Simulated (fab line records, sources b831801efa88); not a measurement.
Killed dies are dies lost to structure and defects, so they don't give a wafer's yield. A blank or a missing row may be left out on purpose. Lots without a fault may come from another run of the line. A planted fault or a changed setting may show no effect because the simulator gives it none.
Problem report in the 8D (eight disciplines) form, filled by code | flow sky130 | the parts of the form that need people (team, actions taken, sign-off) are left out

1. THE PROBLEM
plate_temp_C at SKY_VIA1_SOFTBAKE_08 reads a mean of 95.09 C on 6 wafers of 2 lots; wafers without a fault read 100.01 C with a standard deviation of 0.12. That is -41 standard deviations from the usual mean.
The step: time 90 s.
First seen on wafer L855.3, day 39 20:00, on litho_track-03. The record holds 18 wafers of 6 lots with a number at this step. Rule for "out", or "out of limits": more than 4 standard deviations from the usual mean. The other wafers with a number count as sound.

2. WHAT IT IS AND WHAT IT IS NOT
question                    | is                                 | is not
which readings at this step | plate_temp_C, heater_power_total_W | resist_line_temp_C
which lots                  | L855, L856                         | L834, L836, L841, L843
which wafers of those lots  | all that have a number             | -
read on which tools         | litho_track-03                     | litho_track-01, litho_track-02
when                        | from day 39 20:00                  | up to then (12 sound wafers)

3. SUSPECTS, AND WHAT RULES EACH OUT
Counting: a tool at a process step up to the reading stays a suspect if it ran every lot that is out and no sound lot after the first of them.
- litho_track-03 at SKY_VIA1_SOFTBAKE_08 (time 90 s): kept. It ran every lot that is out, first L855 (day 39 20:00), and no sound lot after that; its last sound lot up to then is L836 (day 33 21:00). Its own readings are out on those wafers: heater_power_total_W, plate_temp_C.
Left after counting: litho_track-03 at SKY_VIA1_SOFTBAKE_08.

4. THE CAUSE (what the simulator had put in)
Process parameter drift: litho_track-03, from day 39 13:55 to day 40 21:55, at SKY_VIA1_SOFTBAKE_08. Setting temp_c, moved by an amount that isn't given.
Counting left only this tool.

5. THE CHAIN OF EFFECTS, in route order
Each row: a reading whose mean over the struck wafers that have a number lies more than 3 standard deviations from the usual. Only readings for which the record gives a usual standard deviation are gone through. hours: the time from each lot's start at the first step in this table that gives one to its start at this step, as a median over the lots. sigmas: the change in usual standard deviations.
hours | step                 | reading              | usual    | on struck wafers | change | sigmas
0     | SKY_VIA1_SOFTBAKE_08 | heater_power_total_W | 57.36 W  | 53.45            | -3.91  | -33
0     | SKY_VIA1_SOFTBAKE_08 | plate_temp_C         | 100.01 C | 95.09            | -4.92  | -41
The process steps in it:
- SKY_VIA1_SOFTBAKE_08: time 90 s.
Later measuring or inspecting steps at which every struck wafer that the step has a row for has a number for every such reading, and none has moved that far: SKY_VIA1_CD_MEAS_12, SKY_VIA1_OVL_MEAS_13.

6. WHAT WOULD HAVE CAUGHT IT SOONER
In this record the first reading out of limits was taken at day 39 20:00, 6 hours after the fault began at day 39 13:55.
